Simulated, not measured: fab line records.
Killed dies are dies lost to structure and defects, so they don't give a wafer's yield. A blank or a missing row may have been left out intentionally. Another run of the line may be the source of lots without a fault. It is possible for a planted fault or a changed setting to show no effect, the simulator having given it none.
Matching of chambers	flow sky130	rieDiel-03 running SKY_CONTACT_ETCH_17: 4 sister chambers
The step etches SiO2 in C4F8/O2/Ar, stops on Si3N4, target depth 340 nm. 22 wafers are shown with their chamber, then 11 later ones without.

== WAFERS WITH THEIR CHAMBER ==
wafer	chamber	oesProductAu (a.u.)
L077.1	1	0.885
L077.2	3	0.897
L077.3	2	0.892
L083.1	0	0.890
L083.2	3	0.897
L083.3	1	0.887
L083.4	0	0.895
L083.5	3	0.887
L083.6	1	0.888
L084.1	0	0.897
L084.3	1	0.890
L084.4	2	0.881
L087.1	3	0.891
L087.2	1	0.897
L087.3	0	0.892
L087.4	2	0.894
L087.5	2	0.893
L087.6	1	0.895
L088.4	2	0.890
L088.5	0	0.882
L088.6	1	0.892
L089.2	0	0.888

SIGNATURES (averages over the wafers above)
reading	chamber 0	chamber 1	chamber 2	chamber 3	scatter within a chamber
oesProductAu	0.89067	0.89057	0.89000	0.89300	0.00494
Rule: a wafer's distance from a chamber is the root of the sum, over the readings, of the square of ((its reading less the chamber's mean) divided by the reading's scatter). If the next closest chamber is less than 2 further off than the closest, the wafer can't be placed; otherwise it belongs to the closest. How the scatter is found: for the shown wafers, subtract from each reading the mean of its chamber, square and add these, divide the total by (wafers less chambers), then take the root.

== WAFERS WHOSE CHAMBER IS MISSING ==
wafer	oesProductAu (a.u.)
L089.3	0.887
L089.6	0.886
L092.1	0.892
L092.2	0.892
L092.4	0.887
L094.1	0.885
L094.5	0.890
L094.6	0.888
L096.2	0.888
L096.3	0.895
L096.6	0.887

== EACH ONE'S CHAMBER ==
wafer	from the rows above	in truth
L089.3	can't be placed: 2 or 1 or 0 or 3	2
L089.6	can't be placed: 2 or 1 or 0 or 3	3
L092.1	can't be placed: 3 or 0 or 1 or 2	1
L092.2	can't be placed: 3 or 0 or 1 or 2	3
L092.4	can't be placed: 2 or 1 or 0 or 3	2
L094.1	can't be placed: 2 or 1 or 0 or 3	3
L094.5	can't be placed: 2 or 1 or 0 or 3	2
L094.6	can't be placed: 2 or 1 or 0 or 3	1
L096.2	can't be placed: 2 or 1 or 0 or 3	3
L096.3	can't be placed: 3 or 0 or 1 or 2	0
L096.6	can't be placed: 2 or 1 or 0 or 3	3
0 of 11 placed correctly. Cannot be placed on the basis of these rows: 11; the candidates contain the true chamber in 11. 0 placed wrongly.
